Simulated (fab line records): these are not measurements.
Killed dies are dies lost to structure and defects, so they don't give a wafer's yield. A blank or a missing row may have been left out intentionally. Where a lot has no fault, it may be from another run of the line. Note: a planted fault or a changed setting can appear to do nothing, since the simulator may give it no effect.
The tool behind it: which one? / flow sky130 / 11 lots with 33 wafers sampled at 2 steps, on a route of 708 steps

## WHAT THE GAUGES READ, wafer by wafer
SKY_VIA4_THK_MEAS_20: measures by xrf. Usual: for VIA4_W_THK the level is 511 nm and the standard deviation is 5.5.
lot=L921; measured=day 44 02:31; on=filmMetro-04; VIA4_W_THK (nm)=505 501 507; flag=
lot=L923; measured=day 44 11:22; on=filmMetro-04; VIA4_W_THK (nm)=517 520 519; flag=
lot=L922; measured=day 44 13:53; on=filmMetro-02; VIA4_W_THK (nm)=509 511 512; flag=
lot=L924; measured=day 44 16:34; on=filmMetro-02; VIA4_W_THK (nm)=519 511 510; flag=
lot=L926; measured=day 45 13:55; on=filmMetro-02; VIA4_W_THK (nm)=516 517 516; flag=
lot=L927; measured=day 45 15:49; on=filmMetro-03; VIA4_W_THK (nm)=509 506 499; flag=
lot=L928; measured=day 45 21:07; on=filmMetro-04; VIA4_W_THK (nm)=519 515 515; flag=
lot=L929; measured=day 46 06:52; on=filmMetro-04; VIA4_W_THK (nm)=511 514 517; flag=
lot=L930; measured=day 46 21:04; on=filmMetro-04; VIA4_W_THK (nm)=511 510 515; flag=
lot=L934; measured=day 47 16:17; on=filmMetro-03; VIA4_W_THK (nm)=515 514 512; flag=
lot=L942; measured=day 48 22:40; on=filmMetro-03; VIA4_W_THK (nm)=510 504 506; flag=

## WHICH TOOL RAN EACH LOT (tool, then ch and the chambers of the sampled wafers, then the start)
lot=L921; SKY_METAL3_ETCH_17=rieDiel-02 ch 1,3, day 40 02:56
lot=L923; SKY_METAL3_ETCH_17=rieDiel-01 ch 0,1,2, day 40 14:52
lot=L922; SKY_METAL3_ETCH_17=rieDiel-01 ch 1,2,3, day 40 19:04
lot=L924; SKY_METAL3_ETCH_17=rieDiel-01 ch 2,3, day 40 22:43
lot=L926; SKY_METAL3_ETCH_17=rieDiel-01 ch 0,1,2, day 41 17:49
lot=L927; SKY_METAL3_ETCH_17=rieDiel-02 ch 0,1,2, day 41 21:25
lot=L928; SKY_METAL3_ETCH_17=rieDiel-02 ch 1,2,3, day 42 02:02
lot=L929; SKY_METAL3_ETCH_17=rieDiel-02 ch 0,2, day 42 11:47
lot=L930; SKY_METAL3_ETCH_17=rieDiel-01 ch 0,1,2, day 42 17:01
lot=L934; SKY_METAL3_ETCH_17=rieDiel-01 ch 1,2,3, day 43 20:40
lot=L942; SKY_METAL3_ETCH_17=rieDiel-03 ch 1,2, day 45 04:30
- SKY_METAL3_ETCH_17: etches SiO2 in C4F8/O2/Ar, stops on TiN, time 3.9 s, target depth 15 nm.

## AS READ BY THE TOOLS THEMSELVES (means over the sampled wafers that have a number; for cases with no such wafer, the mark the record gives instead)
SKY_METAL3_ETCH_17. Usual: oesProductAu 0.756 a.u., standard deviation 0.0072; rfFwdPowerW 1469 W, standard deviation 8.
lot=L921; tool=rieDiel-02; oesProductAu (a.u.)=0.756; rfFwdPowerW (W)=1458; flag=
lot=L923; tool=rieDiel-01; oesProductAu (a.u.)=0.749; rfFwdPowerW (W)=1472; flag=
lot=L922; tool=rieDiel-01; oesProductAu (a.u.)=0.754; rfFwdPowerW (W)=1471; flag=
lot=L924; tool=rieDiel-01; oesProductAu (a.u.)=0.764; rfFwdPowerW (W)=1478; flag=
lot=L926; tool=rieDiel-01; oesProductAu (a.u.)=0.764; rfFwdPowerW (W)=1470; flag=
lot=L927; tool=rieDiel-02; oesProductAu (a.u.)=0.758; rfFwdPowerW (W)=1463; flag=
lot=L928; tool=rieDiel-02; oesProductAu (a.u.)=0.754; rfFwdPowerW (W)=1469; flag=
lot=L929; tool=rieDiel-02; oesProductAu (a.u.)=0.751; rfFwdPowerW (W)=1480; flag=
lot=L930; tool=rieDiel-01; oesProductAu (a.u.)=0.743; rfFwdPowerW (W)=1473; flag=
lot=L934; tool=rieDiel-01; oesProductAu (a.u.)=0.753; rfFwdPowerW (W)=1470; flag=
lot=L942; tool=rieDiel-03; oesProductAu (a.u.)=0.753; rfFwdPowerW (W)=1462; flag=

## THE ANSWER, worked out from the rows above alone
Rule: lot off if the mean of its wafers having a number is beyond 3 standard deviations from the usual mean. Also off: a lot with no number at a reading for which 4 or more lots have one. Any other lot the step has rows for is counted as sound. The gauges are gone through in route order, then the tools' own readings, and for those a lot's mean is taken as printed above. At the first step where some lot is off, the reading lying furthest off is the one used; lots without a number count as furthest.
Nothing can be told from this: no lot is off at any reading shown.

## WHAT THE SIMULATOR PUT IN
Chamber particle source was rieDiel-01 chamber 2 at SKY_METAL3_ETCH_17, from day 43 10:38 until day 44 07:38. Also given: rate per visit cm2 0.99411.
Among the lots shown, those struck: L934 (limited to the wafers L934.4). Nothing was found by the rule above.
